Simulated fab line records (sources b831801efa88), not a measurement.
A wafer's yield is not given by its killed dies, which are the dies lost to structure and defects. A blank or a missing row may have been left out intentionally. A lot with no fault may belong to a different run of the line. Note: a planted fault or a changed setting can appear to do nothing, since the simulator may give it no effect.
fab line records	flow sky130
[record] lots = 14	wafers = 42	lastDay = 50
route steps=708 shown LOCAL_INTERCONNECT@387 CONTACT@406
lots that met no fault: from a run of the same line without faults
startH: start of the lot's first displayed wafer, in hours after the record's first day	waitH: how many hours have passed since the lot's step before this one	" as in the row above	L1.1+2: a single row standing in for several wafers	- either no value or no given start	* or withheld: withheld	< > ~ a bound
route shown NAME@n: names a module that has steps shown in the file, with the first one's number in the route	usual: average and standard deviation across the fault-free wafers	same: alike in all rows	chamber/n: place in a boat	sites: each site's reading	_std_site: the values' standard deviation	_edge_site: inner sites' mean taken away from outer sites' mean	radiusMm: how far each site lies from the wafer's centre	mask NAME#n: copy n	behind: the most recent tool/chamber to have shaped the wafer	hold: cause of the lot's hold/its duration in hours/its outcome	device: whichever transistor did not switch (one of n, p or np)	end of line: tests run on the same wafers once the route is complete	a step given without rows: its recipe and nothing more	killed: not the wafer's yield, but the dies lost to structure and defects at the first sort	map: shows each die of a wafer: x if killed, . if not, _ if none is there
set.NAME: the run value of the setting; set.NAME@STEP: its run value at that earlier step	model.NAME: the simulator's own value behind a step, which no gauge read
steps of the route over a sample of lots; a table a step, a row a wafer
services: when a tool's chamber went out of use (startH, in hours from the record's first day, below 0 if earlier), for how many hours, and the reason
[[steps]]
[step SKY_LOCAL_INTERCONNECT_SPUTTER_00]
[recipe] material = TiN	targetThkNm = 100	tempC = 300	powerW = 6500	timeS = 83.3	chamberPressurePa = 0.4
[usual] substrateTempC = 300.04/0.22	susceptorTempC = 300.01/0.19	throttleValvePct = 29.5/1.3
lot.wafer	tool	chamber	startH	waitH	substrateTempC	susceptorTempC	throttleValvePct
L548.1	pvdSputter-01	-	690.10	0.1	300.29	300.18	28.0
L548.4	"	-	"	"	299.94	300.15	29.8
L548.5	"	-	"	"	300.36	300.03	28.1
L547.3	pvdSputter-01	-	692.67	0.2	299.86	299.78	28.2
L547.4	"	-	"	"	299.87	300.33	29.0
L547.6	"	-	"	"	300.25	300.18	29.8
L550.2	pvdSputter-01	-	699.10	0.1	300.05	300.08	29.4
L550.3	"	-	"	"	300.24	299.82	28.4
L550.6	"	-	"	"	299.77	299.98	28.5
L551.3	pvdSputter-04	-	704.62	0.2	300.06	300.38	30.5
L551.4	"	-	"	"	300.23	300.09	31.1
L551.5	"	-	"	"	300.09	300.25	30.7
L560.3	pvdSputter-04	-	794.89	0.1	299.52	299.68	33.2
L560.5	"	-	"	"	300.06	299.80	31.3
L560.6	"	-	"	"	300.25	299.86	30.7
L561.1	pvdSputter-04	-	799.40	0.2	300.45	300.10	30.5
L561.3	"	-	"	"	299.80	300.05	33.5
L561.4	"	-	"	"	300.14	300.12	31.1
L562.2	pvdSputter-01	-	800.94	0.1	300.42	300.14	28.4
L562.3	"	-	"	"	300.13	300.07	28.5
L562.6	"	-	"	"	299.89	299.82	29.2
L563.1	pvdSputter-04	-	812.39	0.2	299.99	300.08	28.9
L563.2	"	-	"	"	299.98	300.09	33.5
L563.6	"	-	"	"	300.07	300.01	32.9
L564.1	pvdSputter-01	-	817.04	0.1	300.37	299.69	28.4
L564.5	"	-	"	"	300.01	299.85	28.9
L564.6	"	-	"	"	300.26	300.11	29.7
L565.2	pvdSputter-03	-	821.87	0.2	299.98	300.03	29.4
L565.4	"	-	"	"	299.95	300.23	30.8
L565.6	"	-	"	"	299.78	300.08	28.0
L566.3	pvdSputter-01	-	832.37	0.2	299.70	300.12	28.1
L566.4	"	-	"	"	300.21	299.90	28.3
L566.6	"	-	"	"	299.43	299.92	28.0
L568.2	pvdSputter-03	-	839.29	0.2	300.13	300.04	29.2
L568.3	"	-	"	"	299.91	299.79	30.9
L568.5	"	-	"	"	299.94	300.13	29.4
L569.1	pvdSputter-01	-	852.43	0.2	300.06	299.58	28.6
L569.3	"	-	"	"	299.99	299.74	29.6
L569.4	"	-	"	"	300.17	299.89	28.9
L570.1	pvdSputter-01	-	856.74	0.2	300.36	299.75	29.5
L570.2	"	-	"	"	300.12	299.93	28.9
L570.4	"	-	"	"	300.21	300.11	28.2
[step SKY_LOCAL_INTERCONNECT_METAL_ETCH_14]
[recipe] targetDepthNm = 110	stopOn = PSG	chemistry = Cl2/BCl3	target = TiN	resistSidewallDeg = 88	pressureMtorr = 10	icpW = 900	biasW = 48.5	Cl2_flow_sccm = 60	bcl3FlowSccm = 30	timeS = 31.4
[usual] drypumpMotorCurrentA = 6.1/0.41	oesProductAu = 0.942/0.0074	throttleValvePct = 21.901/0.0097
lot.wafer	tool	chamber	startH	waitH	drypumpMotorCurrentA	oesProductAu	rfHoursCounterH	throttleValvePct
L548.1	rieMetal-04	0	718.78	0.0	6.4	0.928	13	21.915
L548.4	"	0	"	"	6.4	0.920	-	21.917
L548.5	"	1	"	"	5.2	0.936	-	21.891
L547.3	rieMetal-03	1	721.50	0.0	6.3	0.934	-	21.901
L547.4	"	0	"	"	6.4	0.939	-	21.891
L547.6	"	1	"	"	6.3	0.941	-	21.887
L550.2	rieMetal-01	1	727.50	0.0	6.2	0.945	13	21.901
L550.3	"	0	"	"	5.7	0.935	-	21.897
L550.6	"	0	"	"	5.7	0.938	-	21.908
L551.3	rieMetal-01	0	733.92	0.0	5.7	0.945	-	21.901
L551.4	"	1	"	"	6.2	0.953	-	21.896
L551.5	"	0	"	"	5.7	0.937	-	21.894
L560.3	rieMetal-03	1	821.00	0.0	6.3	0.940	-	21.896
L560.5	"	0	"	"	6.4	0.949	-	21.906
L560.6	"	1	"	"	6.3	0.944	-	21.889
L561.1	rieMetal-04	0	825.65	0.0	6.4	0.954	1	21.907
L561.3	"	1	"	"	5.2	0.947	-	21.893
L561.4	"	0	"	"	6.4	0.958	-	21.899
L562.2	rieMetal-03	0	827.16	0.0	6.4	0.952	4	21.894
L562.3	"	0	"	"	6.4	0.944	-	21.894
L562.6	"	0	"	"	6.4	0.948	-	21.900
L563.1	rieMetal-01	1	838.76	0.0	6.2	0.944	16	21.908
L563.2	"	0	"	"	5.6	0.934	5	21.911
L563.6	"	0	"	"	5.7	0.933	-	21.911
L564.1	rieMetal-01	0	843.10	0.0	5.6	0.938	5	21.901
L564.5	"	1	"	"	6.2	0.934	-	21.892
L564.6	"	0	"	"	5.7	0.947	-	21.907
L565.2	rieMetal-01	1	848.06	0.0	6.2	0.940	16	21.889
L565.4	"	1	"	"	6.2	0.938	-	21.908
L565.6	"	1	"	"	6.2	0.933	-	21.917
L566.3	rieMetal-04	0	858.33	0.0	6.4	0.940	-	21.912
L566.4	"	1	"	"	5.2	0.948	-	21.901
L566.6	"	1	"	"	5.2	0.939	-	21.902
L568.2	rieMetal-04	1	865.86	0.0	5.2	0.944	16	21.902
L568.3	"	1	"	"	5.2	0.931	-	21.895
L568.5	"	0	"	"	6.4	0.945	-	21.906
L569.1	rieMetal-03	0	878.28	0.0	6.4	0.946	6	21.901
L569.3	"	1	"	"	6.3	0.946	-	21.892
L569.4	"	0	"	"	6.4	0.944	-	21.900
L570.1	rieMetal-03	1	882.40	0.0	6.3	0.948	10	21.904
L570.2	"	0	"	"	6.4	0.942	6	21.901
L570.4	"	1	"	"	6.3	0.928	-	21.907
[step SKY_CONTACT_CVD_00]
[recipe] material = Si3N4	targetThkNm = 75	tempC = 400	timeS = withheld	rfW = 450
[usual] heaterPowerW = 686/87	susceptorTempC = 400.02/0.21
lot.wafer	tool	chamber	startH	waitH	heaterPowerW	susceptorTempC
L548.1	pecvd-01	1	719.43	0.0	644	399.99
L548.4	"	1	"	"	661	399.99
L548.5	"	2	"	"	787	400.14
L547.3	pecvd-04	0	722.13	0.0	693	400.18
L547.4	"	0	"	"	689	399.72
L547.6	"	1	"	"	628	400.32
L550.2	pecvd-01	2	728.14	0.0	657	399.46
L550.3	"	0	"	"	854	400.25
L550.6	"	0	"	"	846	400.25
L551.3	pecvd-03	1	734.57	0.0	670	400.13
L551.4	"	1	"	"	668	399.86
L551.5	"	0	"	"	645	400.06
L560.3	pecvd-04	0	821.65	0.0	641	399.78
L560.5	"	0	"	"	662	399.84
L560.6	"	2	"	"	810	400.05
L561.1	pecvd-01	1	826.32	0.0	645	399.76
L561.3	"	0	"	"	777	400.08
L561.4	"	0	"	"	807	400.15
L562.2	pecvd-03	2	827.84	0.0	572	399.81
L562.3	"	1	"	"	658	400.03
L562.6	"	2	"	"	585	399.65
L563.1	pecvd-01	0	839.41	0.0	910	399.93
L563.2	"	1	"	"	686	399.93
L563.6	"	1	"	"	676	400.03
L564.1	pecvd-03	0	843.74	0.0	574	400.37
L564.5	"	0	"	"	573	400.07
L564.6	"	2	"	"	638	400.30
L565.2	pecvd-04	2	848.73	0.0	706	400.12
L565.4	"	0	"	"	663	400.24
L565.6	"	0	"	"	689	400.61
L566.3	pecvd-03	2	858.98	0.0	631	400.12
L566.4	"	1	"	"	646	400.16
L566.6	"	1	"	"	635	400.16
L568.2	pecvd-01	2	866.50	0.0	771	400.23
L568.3	"	1	"	"	707	399.98
L568.5	"	2	"	"	776	400.02
L569.1	pecvd-01	1	878.93	0.0	619	400.13
L569.3	"	2	"	"	760	399.96
L569.4	"	2	"	"	770	399.93
L570.1	pecvd-03	2	883.04	0.0	638	400.15
L570.2	"	0	"	"	683	399.81
L570.4	"	2	"	"	519	400.15
[step SKY_CONTACT_PEB_12]
[recipe] pebTempC = withheld	pebTimeS = withheld	resist = KrF-thick
[usual] chillPlateTempC = *	exhaustPa = 45.0/0.88
lot.wafer	tool	chamber	startH	waitH	chillPlateTempC	exhaustPa
L548.1	lithoTrack-04	0	748	-	*	44.5
L548.4	"	0	"	"	*	44.1
L548.5	"	0	"	"	*	44.1
L547.3	lithoTrack-01	0	751	-	*	44.0
L547.4	"	0	"	"	*	43.0
L547.6	"	0	"	"	*	45.9
L550.2	lithoTrack-01	0	757	-	*	44.1
L550.3	"	0	"	"	*	44.4
L550.6	"	0	"	"	*	43.9
L551.3	lithoTrack-03	0	762	-	*	44.1
L551.4	"	0	"	"	*	43.6
L551.5	"	0	763	-	*	45.0
L560.3	lithoTrack-03	-	847	-	-	-
L560.5	"	-	"	"	-	-
L560.6	"	-	"	"	-	-
L561.1	lithoTrack-04	-	852	-	-	-
L561.3	"	-	"	"	-	-
L561.4	"	-	"	"	-	-
L562.2	lithoTrack-01	0	853	-	*	45.7
L562.3	"	0	"	"	*	45.9
L562.6	"	0	"	"	*	45.3
L563.1	lithoTrack-01	0	865	-	*	45.0
L563.2	"	0	"	"	*	46.7
L563.6	"	0	"	"	*	46.8
L564.1	lithoTrack-04	0	869	-	*	45.0
L564.5	"	0	"	"	*	45.2
L564.6	"	0	"	"	*	46.1
L565.2	lithoTrack-01	0	874	-	*	45.5
L565.4	"	0	"	"	*	45.5
L565.6	"	0	"	"	*	45.4
L566.3	lithoTrack-04	0	883	-	*	43.3
L566.4	"	0	"	"	*	43.9
L566.6	"	0	"	"	*	44.1
L568.2	lithoTrack-04	0	892	-	*	45.4
L568.3	"	0	"	"	*	45.5
L568.5	"	0	"	"	*	44.7
L569.1	lithoTrack-04	0	904	-	*	45.7
L569.3	"	0	"	"	*	44.9
L569.4	"	0	"	"	*	43.3
L570.1	lithoTrack-01	0	908	-	*	43.8
L570.2	"	0	"	"	*	46.5
L570.4	"	0	"	"	*	44.0
[[services]]
tool	chamber	startH	hours	kind
pecvd-01	2	676.96	2.1	scheduledDown
pecvd-03	2	689.19	11.2	repair
rieMetal-04	-	694.12	14.6	pm
pvdSputter-03	-	694.45	39.1	repair
lithoTrack-01	-	702.24	-	consumableReplace:filter
pecvd-01	0	743.30	7.1	repair
pecvd-04	1	745.45	16.2	repair
rieMetal-01	-	768.89	2.7	repair
pecvd-01	2	772.49	5.5	scheduledDown
pvdSputter-04	-	778.00	1.4	repair
pecvd-04	-	779.37	14.6	pm
pecvd-01	1	806.38	7.0	repair
pvdSputter-01	-	817.62	2.1	repair
rieMetal-03	0	822.05	2.0	repair
pvdSputter-03	-	825.72	3.5	repair
pecvd-01	0	832.66	5.5	scheduledDown
pecvd-01	-	847.16	0.8	repair
pvdSputter-03	-	851.53	0.9	repair
pecvd-03	0	851.61	17.3	repair
rieMetal-04	-	864.12	1.4	pm
pecvd-03	1	879.98	6.0	repair
pecvd-01	1	882.31	5.5	scheduledDown
pecvd-01	-	890.91	14.6	pm
rieMetal-04	-	893.39	0.3	repair
[[key]]
[firstSign] step = SKY_CONTACT_PEB_12	reading = toolRecord	direction = missing
effect none on later readings
metAt SKY_CONTACT_PEB_12
struckLots L560,L561
laterRowsLeftOut L560.3,L560.5,L560.6,L561.1,L561.3,L561.4
sortLeftOut L560.3,L560.5,L560.6,L561.1,L561.3,L561.4
testerLeftOut L560,L561
notActingAt SKY_LOCAL_INTERCONNECT_SPUTTER_00,SKY_LOCAL_INTERCONNECT_METAL_ETCH_14,SKY_CONTACT_CVD_00
onsetBetween 762 847
[fault] kind = skippedStepWhole	tool = lithoTrack-03,lithoTrack-04	chamber = -	onsetH = 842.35	steps = SKY_CONTACT_PEB_12	scope = struckLotsOnly
// testerLeftOut: of these lots the tester's yield and bins aren't shown, on N5 and GAA mostly nor the transistor test; their killed dies are dies lost to structure and defects alone, not to doping, threshold or leakage, so they don't give the yield
// sortLeftOut: the simulated sort isn't trusted on such a fault, so these wafers' sort isn't shown, and their yield isn't known
// laterRowsLeftOut: the simulator's readings of these wafers behind a module that went badly wrong aren't trusted and aren't shown, but for the sort
